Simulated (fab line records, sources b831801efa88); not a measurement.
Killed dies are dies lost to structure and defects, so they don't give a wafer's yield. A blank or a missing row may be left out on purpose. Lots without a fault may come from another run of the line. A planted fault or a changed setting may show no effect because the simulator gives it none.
Which tool did it? | flow sky130 | 12 lots, 35 wafers sampled, at 5 steps of a route of 708

WHAT THE GAUGES READ, wafer by wafer
The record holds no reading of a measuring or inspecting step that can be judged against a usual standard deviation.

WHICH TOOL RAN EACH LOT (tool, then ch and the chambers of the sampled wafers, then the start)
lot  | SKY_VIA4_ETCH_12                   | SKY_METAL5_SPUTTER_00        | SKY_PASSIVATION_ETCH_11            | SKY_PAD_OPEN_STRIP_08                | SKY_PAD_OPEN_PROBE_99
L296 | rie_diel-01 ch 1,2, day 43 05:56   | pvd_sputter-01, day 43 07:18 | rie_diel-01 ch 1,2,3, day 45 05:27 | plasma_asher-04 ch 0,1, day 46 03:31 | -
L297 | rie_diel-02 ch 0,2,3, day 43 10:03 | pvd_sputter-03, day 43 11:25 | rie_diel-01 ch 0,1,2, day 45 08:13 | plasma_asher-01 ch 0,1, day 46 06:04 | -
L299 | rie_diel-01 ch 0,2,3, day 44 07:09 | pvd_sputter-03, day 44 08:31 | rie_diel-01 ch 1,2, day 46 04:55   | plasma_asher-01 ch 0,1, day 47 01:46 | prober-01, day 47 04:02
L300 | rie_diel-01 ch 0,2, day 44 11:44   | pvd_sputter-03, day 44 13:05 | rie_diel-04 ch 0,2,3, day 46 09:16 | plasma_asher-02 ch 0,1, day 47 05:10 | -
L301 | rie_diel-03 ch 1,2,3, day 44 12:02 | pvd_sputter-01, day 44 13:23 | rie_diel-02 ch 1,3, day 46 10:13   | plasma_asher-01 ch 0,1, day 47 05:34 | -
L302 | rie_diel-03 ch 0,2,3, day 44 21:24 | pvd_sputter-04, day 44 22:46 | rie_diel-01 ch 0,1,3, day 46 19:09 | plasma_asher-01 ch 0,1, day 47 15:31 | -
L304 | rie_diel-02 ch 0,3, day 45 11:15   | pvd_sputter-04, day 45 12:37 | rie_diel-04 ch 0,1, day 47 06:46   | plasma_asher-04 ch 0,1, day 48 02:10 | -
L305 | rie_diel-01 ch 0,2,3, day 45 17:59 | pvd_sputter-03, day 45 19:23 | rie_diel-04 ch 0,1, day 47 14:57   | plasma_asher-04 ch 0,1, day 48 09:34 | -
L306 | rie_diel-01 ch 0,1,2, day 45 21:29 | pvd_sputter-03, day 45 22:52 | rie_diel-02 ch 0,1, day 47 17:21   | plasma_asher-01 ch 0, day 48 12:01   | -
L310 | rie_diel-02 ch 1,2,3, day 47 12:32 | pvd_sputter-03, day 47 13:55 | rie_diel-02 ch 0,3, day 49 03:31   | plasma_asher-01 ch 0,1, day 49 21:55 | prober-01, day 50 00:13
L316 | rie_diel-02 ch 0,2, day 48 13:06   | pvd_sputter-03, day 48 14:58 | rie_diel-04 ch 0,2, day 50 04:28   | plasma_asher-01 ch 1, day 50 19:55   | prober-02, day 50 22:11
L318 | rie_diel-03 ch 1,2, day 48 19:57   | pvd_sputter-01, day 48 21:19 | rie_diel-04 ch 1,2, day 50 10:07   | plasma_asher-04 ch 0,1, day 51 01:31 | -
- SKY_VIA4_ETCH_12: etches SiO2 in C4F8/O2/Ar, stops on TiN, target depth 580 nm.
- SKY_METAL5_SPUTTER_00: material Ti, target thk 15 nm, time 10 s.
- SKY_PASSIVATION_ETCH_11: etches the open film in CF4/O2, stops on AlCu, target depth 725 nm, time 161.1 s.
- SKY_PAD_OPEN_STRIP_08: strips in O2/N2.
- SKY_PAD_OPEN_PROBE_99

WHAT THE TOOLS THEMSELVES READ (means of the sampled wafers that have a number; where no wafer has one, the mark that the record gives instead)
SKY_VIA4_ETCH_12.
lot  | tool        | oes_product_au (a.u.)
L296 | rie_diel-01 | 0.925
L297 | rie_diel-02 | 0.927
L299 | rie_diel-01 | 0.927
L300 | rie_diel-01 | 0.920
L301 | rie_diel-03 | 0.926
L302 | rie_diel-03 | 0.928
L304 | rie_diel-02 | 0.924
L305 | rie_diel-01 | 0.925
L306 | rie_diel-01 | 0.929
L310 | rie_diel-02 | 0.930
L316 | rie_diel-02 | 0.933
L318 | rie_diel-03 | 0.927

SKY_METAL5_SPUTTER_00.
lot  | tool           | throttle_valve_pct (%)
L296 | pvd_sputter-01 | 28.7
L297 | pvd_sputter-03 | 29.2
L299 | pvd_sputter-03 | 29.0
L300 | pvd_sputter-03 | 29.2
L301 | pvd_sputter-01 | 29.2
L302 | pvd_sputter-04 | 29.0
L304 | pvd_sputter-04 | 29.6
L305 | pvd_sputter-03 | 28.9
L306 | pvd_sputter-03 | 29.0
L310 | pvd_sputter-03 | 28.8
L316 | pvd_sputter-03 | 29.6
L318 | pvd_sputter-01 | 29.4

SKY_PASSIVATION_ETCH_11.
lot  | tool        | drypump_motor_current_A (A) | oes_product_au (a.u.) | throttle_valve_pct (%)
L296 | rie_diel-01 | 5.5                         | 0.978                 | 5.968
L297 | rie_diel-01 | 5.6                         | 0.976                 | 5.966
L299 | rie_diel-01 | 5.6                         | 0.992                 | 5.975
L300 | rie_diel-04 | 5.8                         | 0.967                 | 5.956
L301 | rie_diel-02 | 5.9                         | 0.973                 | 5.974
L302 | rie_diel-01 | 5.2                         | 0.976                 | 5.957
L304 | rie_diel-04 | 5.9                         | 0.984                 | 5.958
L305 | rie_diel-04 | 5.9                         | 0.980                 | 5.972
L306 | rie_diel-02 | 5.5                         | 0.979                 | 5.971
L310 | rie_diel-02 | 5.8                         | 0.969                 | 5.960
L316 | rie_diel-04 | 5.6                         | 0.974                 | 5.960
L318 | rie_diel-04 | 5.4                         | 0.978                 | 5.967

SKY_PAD_OPEN_STRIP_08.
lot  | tool            | drypump_motor_current_A (A) | oes_product_au (a.u.) | strip_time_to_endpoint_s (s)
L296 | plasma_asher-04 | 5.6                         | 0.664                 | 36.96
L297 | plasma_asher-01 | 5.7                         | 0.661                 | 37.03
L299 | plasma_asher-01 | 5.6                         | 0.665                 | 37.09
L300 | plasma_asher-02 | 6.4                         | 0.664                 | 37.16
L301 | plasma_asher-01 | 5.4                         | 0.664                 | 37.19
L302 | plasma_asher-01 | 5.4                         | 0.660                 | 37.16
L304 | plasma_asher-04 | 5.6                         | 0.661                 | 37.15
L305 | plasma_asher-04 | 5.8                         | 0.661                 | 37.06
L306 | plasma_asher-01 | 5.9                         | 0.657                 | 37.03
L310 | plasma_asher-01 | 5.4                         | 0.665                 | 36.98
L316 | plasma_asher-01 | 5.2                         | 0.667                 | 37.09
L318 | plasma_asher-04 | 5.6                         | 0.658                 | 37.23

SKY_PAD_OPEN_PROBE_99.
lot  | tool      | defect_limited_yield (%) | killed_at_M0_to_M3 | killed_at_M4_up | killed_at_contacts | killed_at_front_end | killed_at_other | killed_dies | killed_open | killed_short | sort_bin_3_pad_short (%) | sort_bin_5_function (%) | sort_bin_6_memory (%) | sort_n_pass | sort_yield_pct (%)
L299 | prober-01 | 83.3                     | 39                 | 1.0             | 25                 | 16                  | 0.7             | 82          | 46          | 35           | 0.7                      | 10.2                    | 5.8                   | 410         | 83.3
L310 | prober-01 | 81.9                     | 44                 | 3.0             | 22                 | 20                  | 0.3             | 89          | 49          | 40           | 0.6                      | 10.7                    | 6.8                   | 403         | 81.9
L316 | prober-02 | 78.2                     | 48                 | 19.0            | 20                 | 20                  | 0.5             | 108         | 56          | 36           | 1.6                      | 13.4                    | 6.9                   | 384         | 78.2

THE ANSWER, worked out from the rows above alone
Rule: what is usual is taken from the lots themselves. Put in order of their means at a reading, lots are off if they are a third of the lots or fewer, leave a main group of 4 or more, and stand apart from it by a gap of 3 or more times the standard deviation of the main group's means; of several such gaps the widest counts. A main group whose means are all the same, to the digits that the tables above print for the reading, isn't used. A lot without any number at a reading at which 4 lots or more have one is off too. The other lots that the step has rows for count as sound. The gauges are gone through in route order, then the tools' own readings, and for those a lot's mean is taken as printed above. The first step at which some lot is off is used, and at that step the reading that is off furthest; a lot without a number counts as furthest.
No lot is off at any reading shown: from this, nothing can be told.

WHAT THE SIMULATOR HAD PUT IN
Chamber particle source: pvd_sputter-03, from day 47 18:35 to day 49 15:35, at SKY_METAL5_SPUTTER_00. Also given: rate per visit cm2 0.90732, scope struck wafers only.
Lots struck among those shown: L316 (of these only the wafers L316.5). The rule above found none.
